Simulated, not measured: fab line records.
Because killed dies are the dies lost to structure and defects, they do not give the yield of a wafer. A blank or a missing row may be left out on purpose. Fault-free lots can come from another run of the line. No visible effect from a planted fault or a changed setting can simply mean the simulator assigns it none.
Tool commonality check + flow sky130 + Sample size 13 lots and 39 wafers

== REASON IT WAS OPENED ==
SKY_RES_PROTECT_TW_MEAS_08, reading POLY_GATE_TW: flagged on 1 of 13 lots. Fault-free wafers read 4035, with a standard deviation of 28.
Rule: a lot is flagged in two cases, either no wafer of it has a number, or all its wafers with numbers fall more than 4 standard deviations from that mean. The rest of the lots are taken to be sound.

| lot  | measured     | on            | POLY_GATE_TW, wafer by wafer | flag    |
|------|--------------|---------------|------------------------------|---------|
| L224 | day 16 07:16 | film-metro-02 | 4070 4077 4095               |         |
| L225 | day 16 11:34 | film-metro-01 | 4032 4029 4035               |         |
| L226 | day 16 19:31 | film-metro-04 | 4019 4011 4025               |         |
| L227 | day 17 01:59 | film-metro-02 | 4042 4034 4045               |         |
| L228 | day 17 10:38 | film-metro-04 | 4014 4011 3996               |         |
| L229 | day 18 05:14 | film-metro-02 | 30 30 30                     | FLAGGED |
| L232 | day 19 01:40 | film-metro-01 | 4048 4055 4018               |         |
| L234 | day 19 23:25 | film-metro-02 | 4083 4060 4056               |         |
| L238 | day 21 13:08 | film-metro-01 | 3968 3976 4005               |         |
| L240 | day 21 20:02 | film-metro-01 | 3981 3989 3994               |         |
| L241 | day 22 08:53 | film-metro-02 | 4069 4047 4061               |         |
| L243 | day 22 23:30 | film-metro-04 | 4063 4066 4060               |         |
| L244 | day 23 06:27 | film-metro-01 | 4048 4045 4056               |         |
Averaged over the flagged lots the numbers come to 30, -4005 from the usual (-99 or more standard deviations).

== WHICH TOOL RAN EACH LOT ==
The record keeps 1 process step preceding the reading, out of 708 steps on the route. Each cell gives the tool, then ch followed by the chambers the sampled wafers passed through, then the start.
| lot  | flag    | SKY_RES_PROTECT_EXPOSE_04           |
|------|---------|-------------------------------------|
| L224 |         | iline-stepper-02 ch 0, day 15 18:11 |
| L225 |         | iline-stepper-01 ch 0, day 15 22:01 |
| L226 |         | iline-stepper-01 ch 0, day 16 04:46 |
| L227 |         | iline-stepper-02 ch 0, day 16 11:28 |
| L228 |         | iline-stepper-01 ch 0, day 16 20:55 |
| L229 | FLAGGED | iline-stepper-02 ch 0, day 17 14:16 |
| L232 |         | iline-stepper-02 ch 0, day 18 10:33 |
| L234 |         | iline-stepper-01 ch 0, day 19 07:53 |
| L238 |         | iline-stepper-02 ch 0, day 20 21:34 |
| L240 |         | iline-stepper-02 ch 0, day 21 05:26 |
| L241 |         | iline-stepper-01 ch 0, day 21 18:44 |
| L243 |         | iline-stepper-02 ch 0, day 22 08:27 |
| L244 |         | iline-stepper-02 ch 0, day 22 15:19 |
What is done by these steps:
- SKY_RES_PROTECT_EXPOSE_04: exposes mask RPM, target cd 1270 nm.
- SKY_RES_PROTECT_TW_MEAS_08

== FLAGGED OVER TOTAL, TOOL BY TOOL (the gauges that took the reading come last) ==
| step                       | tool             | lots run | flagged | share of the flagged lots | sound lots run after its first flagged lot |
|----------------------------|------------------|----------|---------|---------------------------|--------------------------------------------|
| SKY_RES_PROTECT_EXPOSE_04  | iline-stepper-01 | 5        | 0       | none                      | -                                          |
| SKY_RES_PROTECT_EXPOSE_04  | iline-stepper-02 | 8        | 1       | all                       | 5 (L232,L238,L240,L243,L244)               |
| SKY_RES_PROTECT_TW_MEAS_08 | film-metro-01    | 5        | 0       | none                      | -                                          |
| SKY_RES_PROTECT_TW_MEAS_08 | film-metro-02    | 5        | 1       | all                       | 2 (L234,L241)                              |
| SKY_RES_PROTECT_TW_MEAS_08 | film-metro-04    | 3        | 0       | none                      | -                                          |

== WHAT THE TABLE PERMITS ==
2 rows of the table ran every flagged lot: iline-stepper-02 at SKY_RES_PROTECT_EXPOSE_04, film-metro-02 at SKY_RES_PROTECT_TW_MEAS_08.
- iline-stepper-02 at SKY_RES_PROTECT_EXPOSE_04: 1 of its 8 lots flagged. Sound lots ran on it after the first flagged one (L232, L238, L240, L243, L244), which a lasting fault on the whole tool wouldn't allow.
- film-metro-02 at SKY_RES_PROTECT_TW_MEAS_08: 1 of its 5 lots flagged. Sound lots ran on it after the first flagged one (L234, L241), which a lasting fault on the whole tool wouldn't allow.
There is no row in the table that ran each flagged lot and no sound lot after the first.

== WHAT WAS PUT IN BY THE SIMULATOR ==
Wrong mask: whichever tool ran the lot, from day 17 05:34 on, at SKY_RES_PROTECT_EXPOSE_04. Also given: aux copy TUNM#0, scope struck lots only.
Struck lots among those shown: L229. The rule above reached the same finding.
